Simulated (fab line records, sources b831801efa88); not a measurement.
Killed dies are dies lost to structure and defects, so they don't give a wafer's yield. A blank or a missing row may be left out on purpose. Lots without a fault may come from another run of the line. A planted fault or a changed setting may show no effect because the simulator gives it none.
Which tool did it? | flow gf180mcu | 12 lots, 36 wafers sampled, at 3 steps of a route of 602

WHAT THE GAUGES READ, wafer by wafer
GF_LVPWELL_TW_MEAS_11. Usual: LVPWELL_TW 562, standard deviation 3.6.
lot  | measured    | on            | LVPWELL_TW  | flag
L563 | day 4 02:34 | film_metro-01 | 563 568 564 |
L567 | day 5 04:46 | film_metro-01 | 567 567 568 |
L571 | day 6 02:13 | film_metro-01 | 560 564 563 |
L572 | day 6 05:46 | film_metro-04 | 559 556 559 |
L573 | day 6 12:59 | film_metro-04 | 559 556 554 |
L575 | day 6 23:23 | film_metro-01 | 562 565 566 |
L576 | day 7 04:35 | film_metro-01 | 563 562 564 |
L577 | day 7 09:55 | film_metro-01 | 563 562 561 |
L578 | day 7 16:46 | film_metro-04 | 560 560 558 |
L579 | day 7 21:02 | film_metro-02 | 559 559 560 |
L580 | day 8 02:52 | film_metro-02 | 563 562 559 |
L585 | day 9 07:32 | film_metro-01 | 558 559 560 |

GF_MVSD_TW_MEAS_11. Usual: MVSD_TW 1579, standard deviation 9.1.
lot  | measured     | on            | MVSD_TW        | flag
L563 | day 4 16:35  | film_metro-02 | 1562 1581 1569 |
L567 | day 5 19:47  | film_metro-04 | 1580 1581 1581 |
L571 | day 6 17:42  | film_metro-02 | 1584 1577 1580 |
L572 | day 6 21:25  | film_metro-02 | 1581 1586 1579 |
L573 | day 7 04:37  | film_metro-04 | 1580 1577 1579 |
L575 | day 7 15:41  | film_metro-01 | 1585 1590 1583 |
L576 | day 7 21:20  | film_metro-02 | 1575 1583 1569 |
L577 | day 8 02:33  | film_metro-01 | 1594 1593 1593 |
L578 | day 8 09:16  | film_metro-04 | 1582 1575 1574 |
L579 | day 8 13:46  | film_metro-02 | 1580 1578 1583 |
L580 | day 8 20:11  | film_metro-02 | 1582 1577 1572 |
L585 | day 10 01:38 | film_metro-02 | 1561 1559 1564 |

WHICH TOOL RAN EACH LOT (tool, then ch and the chambers of the sampled wafers, then the start)
lot  | GF_MVSD_STRIP_10
L563 | plasma_asher-02 ch 0,1, day 4 16:29
L567 | plasma_asher-01 ch 0,1, day 5 19:41
L571 | plasma_asher-02 ch 0,1, day 6 17:35
L572 | plasma_asher-02 ch 0,1, day 6 21:19
L573 | plasma_asher-02 ch 0,1, day 7 04:31
L575 | plasma_asher-02 ch 0,1, day 7 15:35
L576 | plasma_asher-02 ch 0,1, day 7 21:14
L577 | plasma_asher-01 ch 0,1, day 8 02:26
L578 | plasma_asher-04 ch 0,1, day 8 09:10
L579 | plasma_asher-02 ch 0,1, day 8 13:40
L580 | plasma_asher-01 ch 0,1, day 8 20:05
L585 | plasma_asher-04 ch 0,1, day 10 01:32
- GF_MVSD_STRIP_10: strips in O2/N2.

WHAT THE TOOLS THEMSELVES READ (means of the sampled wafers that have a number; where no wafer has one, the mark that the record gives instead)
GF_MVSD_STRIP_10. Usual: drypump_motor_current_A 5.8 A, standard deviation 0.39; heater_power_w 318 W, standard deviation 42; n2_flow_sccm 300.0 sccm, standard deviation 0.87; oes_product_au 0.722 a.u., standard deviation 0.0044; platen_temp_c 249.95 C, standard deviation 0.16; strip_time_to_endpoint_s 36.91 s, standard deviation 0.11.
lot  | tool            | drypump_motor_current_A (A) | heater_power_w (W) | n2_flow_sccm (sccm) | oes_product_au (a.u.) | platen_temp_c (C) | strip_time_to_endpoint_s (s) | flag
L563 | plasma_asher-02 | 5.9                         | 278                | 299.3               | 0.718                 | 249.98            | 36.97                        |
L567 | plasma_asher-01 | 6.0                         | 342                | 301.2               | 0.722                 | 249.90            | 36.83                        |
L571 | plasma_asher-02 | 5.7                         | 297                | 299.8               | 0.724                 | 249.66            | 36.84                        |
L572 | plasma_asher-02 | 5.7                         | 296                | 299.5               | 0.723                 | 249.98            | 36.91                        |
L573 | plasma_asher-02 | 5.9                         | 283                | 300.0               | 0.729                 | 249.94            | 36.74                        |
L575 | plasma_asher-02 | 5.9                         | 285                | 299.6               | 0.720                 | 249.99            | 36.91                        |
L576 | plasma_asher-02 | 5.9                         | 283                | 300.8               | 0.728                 | 250.06            | 36.99                        |
L577 | plasma_asher-01 | 6.0                         | 338                | 299.9               | 0.724                 | 249.86            | 36.88                        |
L578 | plasma_asher-04 | 5.9                         | 313                | 301.2               | 0.722                 | 249.99            | 36.84                        |
L579 | plasma_asher-02 | 5.9                         | 286                | 299.2               | 0.720                 | 250.00            | 36.91                        |
L580 | plasma_asher-01 | 6.0                         | 343                | 299.5               | 0.715                 | 249.86            | 36.99                        |
L585 | plasma_asher-04 | 5.9                         | 309                | 300.3               | 0.719                 | 249.94            | 36.80                        |

THE ANSWER, worked out from the rows above alone
Rule: a lot is off if the mean of its wafers that have a number lies more than 3 standard deviations from the usual mean. A lot without any number at a reading at which 4 lots or more have one is off too. The other lots that the step has rows for count as sound. The gauges are gone through in route order, then the tools' own readings, and for those a lot's mean is taken as printed above. The first step at which some lot is off is used, and at that step the reading that is off furthest; a lot without a number counts as furthest.
No lot is off at any reading shown: from this, nothing can be told.

WHAT THE SIMULATOR HAD PUT IN
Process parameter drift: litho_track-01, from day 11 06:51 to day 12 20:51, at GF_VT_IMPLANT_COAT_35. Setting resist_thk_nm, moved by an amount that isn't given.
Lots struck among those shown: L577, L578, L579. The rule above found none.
